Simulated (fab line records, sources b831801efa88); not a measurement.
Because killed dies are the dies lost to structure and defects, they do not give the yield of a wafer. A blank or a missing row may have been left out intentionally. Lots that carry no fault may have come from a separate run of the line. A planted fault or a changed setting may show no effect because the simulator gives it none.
Chamber matching / flow gf180mcu / GF_CONTACT_ETCH_16 on rie_diel-02: 4 sister chambers
The step etches BARC in N2/H2. 7 wafers are shown with their chamber, then 6 later ones without.

== EACH WAFER AND ITS CHAMBER ==
wafer=L376.6; chamber=1; drypump_motor_current_A (A)=6.7; rf_fwd_power_W (W)=477.4
wafer=L378.4; chamber=3; drypump_motor_current_A (A)=6.0; rf_fwd_power_W (W)=478.6
wafer=L380.1; chamber=2; drypump_motor_current_A (A)=5.8; rf_fwd_power_W (W)=481.5
wafer=L380.5; chamber=1; drypump_motor_current_A (A)=6.6; rf_fwd_power_W (W)=478.3
wafer=L388.1; chamber=0; drypump_motor_current_A (A)=5.7; rf_fwd_power_W (W)=478.4
wafer=L388.5; chamber=0; drypump_motor_current_A (A)=5.7; rf_fwd_power_W (W)=478.8
wafer=L388.6; chamber=2; drypump_motor_current_A (A)=5.8; rf_fwd_power_W (W)=480.8

== WAFERS WITH NO CHAMBER GIVEN ==
wafer=L391.2; drypump_motor_current_A (A)=6.1; rf_fwd_power_W (W)=480.4
wafer=L391.3; drypump_motor_current_A (A)=6.7; rf_fwd_power_W (W)=476.5
wafer=L391.4; drypump_motor_current_A (A)=5.8; rf_fwd_power_W (W)=480.0
wafer=L394.2; drypump_motor_current_A (A)=5.7; rf_fwd_power_W (W)=479.0
wafer=L394.3; drypump_motor_current_A (A)=5.7; rf_fwd_power_W (W)=481.9
wafer=L394.6; drypump_motor_current_A (A)=5.7; rf_fwd_power_W (W)=480.5

== EACH ONE'S CHAMBER ==
wafer=L391.2; from the rows above=3; in truth=3
wafer=L391.3; from the rows above=1; in truth=1
wafer=L391.4; from the rows above=can't be placed: 2 or 0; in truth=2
wafer=L394.2; from the rows above=0; in truth=0
wafer=L394.3; from the rows above=2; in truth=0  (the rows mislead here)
wafer=L394.6; from the rows above=can't be placed: 2 or 0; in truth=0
Correctly placed: 3 of 6. Not placeable from these rows: 2 (in 2, the candidates include the true chamber). 1 placed wrongly.
How it was worked out, from the rows above alone: a wafer's distance from a chamber is the root of the sum, over the readings, of the square of ((its reading less the chamber's mean) divided by the reading's scatter). The wafer belongs to the nearest chamber; if the next one is less than 2 further off, it can't be placed. Each chamber's mean is taken over the wafers shown for it. The scatter: the root of (the sum of the squares of (reading less its chamber's mean) over the shown wafers, divided by (wafers less chambers)).
